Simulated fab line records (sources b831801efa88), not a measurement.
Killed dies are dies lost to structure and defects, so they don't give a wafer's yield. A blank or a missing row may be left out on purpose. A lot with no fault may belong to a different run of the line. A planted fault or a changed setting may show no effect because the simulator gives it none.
Problem report, 8D (eight disciplines) form, completed by code	flow gf180mcu	the parts of the form that need people (team, actions taken, sign-off) are left out

## 1. THE PROBLEM
DUAL_GATE_OXIDATION_00_THK at GF_DUAL_GATE_THK_MEAS_03 reads a mean of 12.23 nm on 9 wafers of 3 lots; wafers without a fault read 10.87 nm with a standard deviation of 0.22. Relative to the usual mean, that is a shift of +6.2 standard deviations.
First seen on wafer L352.2, day 11 00:34, on filmMetro-02. The record holds 36 wafers of 12 lots with a number at this step. Rule for "out" (also "out of limits"): further than 4 standard deviations from the usual mean. The rest of the wafers with a number are treated as sound.

## 2. WHAT IT IS; WHAT IT IS NOT
question	is	is not
which readings at this step	DUAL_GATE_OXIDATION_00_THK	-
which lots	L352, L353, L354	L338, L339, L346, L347, L350, L358, L359, L360, L361
which wafers of those lots	all that have a number	-
read on which gauges	filmMetro-01, filmMetro-02, filmMetro-03	-
when	from day 11 00:34	up to then (15 sound wafers); but 12 sound wafers of L358, L359, L360, L361 came after

## 3. THE SUSPECTS, EACH WITH WHAT RULES IT OUT
Counting: any tool at a process step up to the reading is kept as a suspect provided that every lot that is out went through it and no sound lot did after the first of them.
- ruled out: the gauge at GF_DUAL_GATE_THK_MEAS_03. Those wafers that are out were read across 3 gauges (filmMetro-01, filmMetro-02, filmMetro-03).
- furnace-02 at GF_DUAL_GATE_OXIDATION_02 (stabilise 600 s, purge 300 s, target thk 10.887 nm): kept. All lots that are out passed through it, beginning with L352 at day 10 23:07, and no sound lot followed; its final sound lot before that point was L350 at day 10 09:02. Its own readings are out on those wafers: spikeTcCentreC, spikeTcTopC, spikeTcUpperC.
Left after counting: furnace-02 at GF_DUAL_GATE_OXIDATION_02.

## 4. THE CAUSE (what the simulator had put in)
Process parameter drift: furnace-02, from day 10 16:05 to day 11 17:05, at GF_DUAL_GATE_OXIDATION_02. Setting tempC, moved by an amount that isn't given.
The count eliminated every tool but this one.

## 5. SEQUENCE OF EFFECTS, ordered by route
Each row: a reading whose mean over the struck wafers that have a number lies more than 3 standard deviations from the usual. Only readings for which the record gives a usual standard deviation are gone through. hours: the time from each lot's start at the first step in this table that gives one to its start at this step, as a median over the lots. sigmas: the change in usual standard deviations.
hours	step	reading	usual	on struck wafers	change	sigmas
0	GF_DUAL_GATE_OXIDATION_02	spikeTcBottomC	918 C	932	+14	+3.4
0	GF_DUAL_GATE_OXIDATION_02	spikeTcCentreC	900.6 C	908.8	+8.2	+8.5
0	GF_DUAL_GATE_OXIDATION_02	spikeTcLowerC	900.8 C	908.2	+7.4	+4.9
0	GF_DUAL_GATE_OXIDATION_02	spikeTcTopC	911.6 C	921.0	+9.4	+7.8
0	GF_DUAL_GATE_OXIDATION_02	spikeTcUpperC	900.3 C	909.9	+9.6	+8.7
1	GF_DUAL_GATE_THK_MEAS_03	DUAL_GATE_OXIDATION_00_THK	10.87 nm	12.23	+1.36	+6.2
The process steps in it:
- GF_DUAL_GATE_OXIDATION_02: stabilise 600 s, purge 300 s, target thk 10.887 nm.
At these later measuring or inspecting steps, every struck wafer for which the step has a row has a number for every such reading, and none has moved that far: GF_HV_LDD_OVL_MEAS_08.

## 6. HOW IT WOULD HAVE BEEN CAUGHT EARLIER
Counted from the fault's start at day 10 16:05, it took 8 hours until the first out-of-limits reading at a measuring or inspecting step in this record, taken at day 11 00:34.
Tool's own readings at GF_DUAL_GATE_OXIDATION_02, spikeTcCentreC, spikeTcTopC, spikeTcUpperC: out on all struck wafers the step has rows for; an alarm limit on them would have tripped on the first.
L353, L354, from the lots that are out (3), started GF_DUAL_GATE_OXIDATION_02 on furnace-02 later than day 11 00:34. A hold on the tool at that time would have spared those 2.
